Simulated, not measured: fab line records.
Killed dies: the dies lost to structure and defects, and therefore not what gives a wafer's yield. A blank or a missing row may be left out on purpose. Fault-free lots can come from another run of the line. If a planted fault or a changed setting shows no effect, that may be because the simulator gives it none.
Commonality check across tools	flow sky130	Lots sampled 14, wafers sampled 42

REASON FOR OPENING
At SKY_LDD_HVP_TW_MEAS_10 the reading LDD_HVP_TW is flagged on 2 of 14 lots. Fault-free wafers read 457, with a standard deviation of 5.2.
Rule: a lot is flagged when every wafer of it that has a number lies more than 4 standard deviations from that mean, or none has a number. As for the other lots, they are considered sound.

lot	measured	on	LDD_HVP_TW, wafer by wafer	flag
L329	day 21 02:54	film_metro-01	457 456 458	
L330	day 21 12:55	film_metro-04	450 451 451	
L332	day 22 17:19	film_metro-01	458 457 457	
L334	day 23 15:27	film_metro-01	460 456 459	
L337	day 24 06:55	film_metro-02	463 462 465	
L338	day 25 05:41	film_metro-04	451 454 453	
L339	day 25 06:37	film_metro-02	462 462 463	
L340	day 25 14:52	film_metro-02	464 463 461	
L342	day 26 03:57	film_metro-01	456 454 458	
L341	day 26 04:16	film_metro-01	455 456 455	
L343	day 26 12:49	film_metro-02	30 30 30	FLAGGED
L344	day 27 03:18	film_metro-04	30 30 30	FLAGGED
L352	day 29 12:52	film_metro-02	466 467 467	
L351	day 29 14:21	film_metro-04	452 451 453	
The numbers of the flagged lots are 30 on average: -427 against the usual, or -82 standard deviations.

TOOL THAT RAN EACH LOT
Before the reading, the record contains 2 process steps out of a 708-step route. Each cell gives the tool, then ch followed by the chambers the sampled wafers passed through, then the start.
lot	flag	SKY_LDD_HVN_STRIP_09	SKY_LDD_HVP_STRIP_09
L329		plasma_asher-03 ch 0, day 19 20:28	plasma_asher-03 ch 0,1, day 21 02:48
L330		plasma_asher-04 ch 0,1, day 20 05:58	plasma_asher-03 ch 0,1, day 21 12:49
L332		plasma_asher-04 ch 0,1, day 21 10:04	plasma_asher-03 ch 0,1, day 22 17:13
L334		plasma_asher-02 ch 0,1, day 22 09:19	plasma_asher-03 ch 0,1, day 23 15:21
L337		plasma_asher-04 ch 0,1, day 23 02:04	plasma_asher-04 ch 0,1, day 24 06:49
L338		plasma_asher-03 ch 0,1, day 24 00:05	plasma_asher-01 ch 0,1, day 25 05:36
L339		plasma_asher-04 ch 0,1, day 24 01:28	plasma_asher-03 ch 0,1, day 25 06:31
L340		plasma_asher-03 ch 0,1, day 24 08:55	plasma_asher-01 ch 0,1, day 25 14:46
L342		plasma_asher-04 ch 0,1, day 24 22:55	plasma_asher-04 ch 0,1, day 26 03:51
L341		plasma_asher-02 ch 0,1, day 24 23:13	plasma_asher-01 ch 0,1, day 26 04:09
L343	FLAGGED	plasma_asher-02 ch 0,1, day 25 07:49	plasma_asher-03 ch 0,1, day 26 12:43
L344	FLAGGED	plasma_asher-04 ch 0,1, day 25 22:52	plasma_asher-03 ch 0,1, day 27 03:12
L352		plasma_asher-04 ch 0,1, day 28 08:46	plasma_asher-04 ch 0,1, day 29 12:46
L351		plasma_asher-04 ch 0,1, day 28 09:55	plasma_asher-03 ch 0,1, day 29 14:15
What the steps here do:
- SKY_LDD_HVN_STRIP_09: strips in O2/N2.
- SKY_LDD_HVP_STRIP_09: strips in O2/N2.
- SKY_LDD_HVP_TW_MEAS_10

FLAGGED AGAINST TOTAL, ONE TOOL AT A TIME (gauges that did the reading follow at the end)
step	tool	lots run	flagged	share of the flagged lots	sound lots run after its first flagged lot
SKY_LDD_HVN_STRIP_09	plasma_asher-02	3	1	some	0
SKY_LDD_HVN_STRIP_09	plasma_asher-03	3	0	none	-
SKY_LDD_HVN_STRIP_09	plasma_asher-04	8	1	some	2 (L352,L351)
SKY_LDD_HVP_STRIP_09	plasma_asher-01	3	0	none	-
SKY_LDD_HVP_STRIP_09	plasma_asher-03	8	2	all	1 (L351)
SKY_LDD_HVP_STRIP_09	plasma_asher-04	3	0	none	-
SKY_LDD_HVP_TW_MEAS_10	film_metro-01	5	0	none	-
SKY_LDD_HVP_TW_MEAS_10	film_metro-02	5	1	some	1 (L352)
SKY_LDD_HVP_TW_MEAS_10	film_metro-04	4	1	some	1 (L351)

WHAT THE TABLE PERMITS
1 row of the table ran every flagged lot: plasma_asher-03 at SKY_LDD_HVP_STRIP_09.
- plasma_asher-03 at SKY_LDD_HVP_STRIP_09: 2 of its 8 lots flagged. Lots that were sound ran on it after the first flagged one (L351); a persistent fault on the entire tool would not allow that. Its own readings lie more than 4 standard deviations out on every wafer of the flagged lots: oes_product_au, strip_time_to_endpoint_s.
No row of the table ran every flagged lot and no sound lot after the first.

WHAT THE SIMULATOR HAD PUT IN
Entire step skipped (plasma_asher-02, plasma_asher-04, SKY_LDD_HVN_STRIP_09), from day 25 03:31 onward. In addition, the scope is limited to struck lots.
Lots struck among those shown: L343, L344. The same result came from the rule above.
